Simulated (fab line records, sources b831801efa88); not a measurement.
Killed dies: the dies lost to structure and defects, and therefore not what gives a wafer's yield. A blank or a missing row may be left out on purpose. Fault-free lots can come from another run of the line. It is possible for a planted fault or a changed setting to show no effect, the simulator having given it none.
Matching of chambers + flow sky130 + SKY_FIELD_ISO_ETCH_17 on rieSi-02: 4 sister chambers
The step etches Si in HBr/Cl2/O2, target depth 342 nm, time 97.7 s. 7 wafers are shown with their chamber, then 8 later ones without.

## WAFERS WITH THEIR CHAMBER
| wafer  | chamber | drypumpMotorCurrentA (A) | heBacksideLeakSccm (sccm) |
|--------|---------|--------------------------|---------------------------|
| L883.6 | 0       | 5.0                      | 3.01                      |
| L886.1 | 2       | 6.1                      | 2.61                      |
| L886.5 | 1       | 5.4                      | 2.99                      |
| L886.6 | 2       | 6.1                      | 2.54                      |
| L892.2 | 1       | 5.5                      | 3.11                      |
| L892.5 | 3       | 5.9                      | 3.08                      |
| L896.1 | 3       | 5.9                      | 3.06                      |

## WAFERS MISSING THEIR CHAMBER
| wafer  | drypumpMotorCurrentA (A) | heBacksideLeakSccm (sccm) |
|--------|--------------------------|---------------------------|
| L896.2 | 5.0                      | 2.92                      |
| L896.3 | 6.1                      | 2.68                      |
| L897.2 | 5.4                      | 2.73                      |
| L897.5 | 5.0                      | 2.82                      |
| L897.6 | 5.9                      | 2.96                      |
| L903.2 | 5.9                      | 3.09                      |
| L903.4 | 5.4                      | 2.76                      |
| L903.5 | 6.1                      | 2.39                      |

## CHAMBER TAKEN BY EACH
| wafer  | from the rows above | in truth |
|--------|---------------------|----------|
| L896.2 | 0                   | 0        |
| L896.3 | 2                   | 2        |
| L897.2 | 1                   | 1        |
| L897.5 | 0                   | 0        |
| L897.6 | 3                   | 3        |
| L903.2 | 3                   | 3        |
| L903.4 | 1                   | 1        |
| L903.5 | 2                   | 2        |
Correct placement for 8 of the 8. Left unplaced by these rows: 0. Placed wrongly: 0.
How it was worked out, from the rows above alone: a wafer's distance from a chamber is the root of the sum, over the readings, of the square of ((its reading less the chamber's mean) divided by the reading's scatter). If the next closest chamber is less than 2 further off than the closest, the wafer can't be placed; otherwise it belongs to the closest. For every chamber, the mean is computed from those of its wafers that are shown. The scatter is the square root of a quotient: the sum, over the shown wafers, of each reading's squared deviation from its chamber's mean, divided by wafers minus chambers.
